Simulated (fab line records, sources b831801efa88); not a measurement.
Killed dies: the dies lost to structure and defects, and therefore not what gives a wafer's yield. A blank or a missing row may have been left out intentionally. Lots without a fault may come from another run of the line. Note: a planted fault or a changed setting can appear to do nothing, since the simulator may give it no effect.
Code-filled problem report in 8D (eight disciplines) form ; flow sky130 ; the parts of the form that need people (team, actions taken, sign-off) are left out

== 1. WHAT IS WRONG ==
VIA1_W_RS at SKY_VIA1_RS_MEAS_22 reads a mean of 0.528 ohm/sq on 1 wafer of 1 lot; wafers without a fault read 0.428 ohm/sq with a standard deviation of 0.0064. That is +16 standard deviations from the usual mean.
The step: measures by four-point-probe.
Earliest sighting: wafer L996.6 on film_metro-02 at day 34 14:43. Wafers with a number at this step in the record: 30, from 10 lots. The rule behind "out" and "out of limits": a value lying over 4 standard deviations away from the usual mean. The other wafers with a number count as sound.

== 2. WHAT THIS IS AND IS NOT ==
question;is;is not
which readings at this step;VIA1_W_RS;-
which lots;L996;L107, L109, L111, L112, L113, L114, L116, L994, L995
which wafers of those lots;L996.6;L996.3, L996.4
read on which gauges;film_metro-02;film_metro-03, film_metro-04
when;from day 34 14:43;"up to then (8 sound wafers); but 21 sound wafers of L107, L109, L111, L112, L113, L114, L116 came after"

== 3. THE SUSPECTS, EACH WITH WHAT RULES IT OUT ==
Counting: if a tool at a process step up to the reading ran every lot that is out, it stays a suspect. Sound lots after the first of them don't rule it out here, since some wafers of a struck lot are sound.
- the gauge at SKY_VIA1_RS_MEAS_22: kept. All the wafers that are out were read on film_metro-02, and no step on other tools shows them out.
- plasma_asher-02 at SKY_METAL1_STRIP_20 (strips in O2/N2): kept. It ran the lot that is out, L996 (day 33 09:35); its last sound lot up to then is L995 (day 33 06:50).
- cvd_w-01 at SKY_VIA1_CVD_21 (deposits W, target thk 270 nm, time 80.902 s): kept. It ran the lot that is out, L996 (day 34 14:37); its last sound lot up to then is L995 (day 34 12:11).
Still standing after the count: plasma_asher-02 at SKY_METAL1_STRIP_20, cvd_w-01 at SKY_VIA1_CVD_21, film_metro-02 at SKY_VIA1_RS_MEAS_22.

== 4. THE CAUSE (what the simulator had put in) ==
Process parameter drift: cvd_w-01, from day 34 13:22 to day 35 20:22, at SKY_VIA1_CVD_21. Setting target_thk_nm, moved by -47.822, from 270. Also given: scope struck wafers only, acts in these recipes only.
Of the 3 suspects that counting leaves, this tool is one.

== 5. THE EFFECT CHAIN, in route order ==
Rows list readings where the struck wafers' mean (over those with a number) sits beyond 3 standard deviations from the usual. Readings are gone through only where the record gives a usual standard deviation; hours: the median, over the lots, of the time from a lot's start at the first step in this table giving one to that lot's start at this step; sigmas: the change measured in usual standard deviations.
hours;step;reading;usual;on struck wafers;change;sigmas
0;SKY_VIA1_RS_MEAS_22;VIA1_W_RS;0.428 ohm/sq;0.528;+0.100;+16
0;SKY_VIA1_THK_MEAS_23;VIA1_W_THK;263 nm;213;-50;-10
0;SKY_VIA1_CMP_24;time_to_endpoint_s;67 s;53;-14;-3.9
The process steps in it:
- SKY_VIA1_CMP_24: polishes, stops on SiO2, t overpolish 15 s, target thk 0 nm.
At these later measuring or inspecting steps, every struck wafer for which the step has a row has a number for every such reading, and none has moved that far: SKY_VIA2_THK_MEAS_01.

== 6. WHAT WOULD HAVE CAUGHT IT SOONER ==
In this record the first reading out of limits at a measuring or inspecting step was taken at day 34 14:43, 1 hour after the fault began at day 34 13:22.
An alarm limit of 4 standard deviations would not have fired on the tool readings at SKY_VIA1_CVD_21 for which the record gives a usual standard deviation, since none of them was out on any struck wafer.
Lots out: 1; all had begun SKY_VIA1_CVD_21 on cvd_w-01 by day 34 14:43. A hold on the tool at that time would have spared none of them.
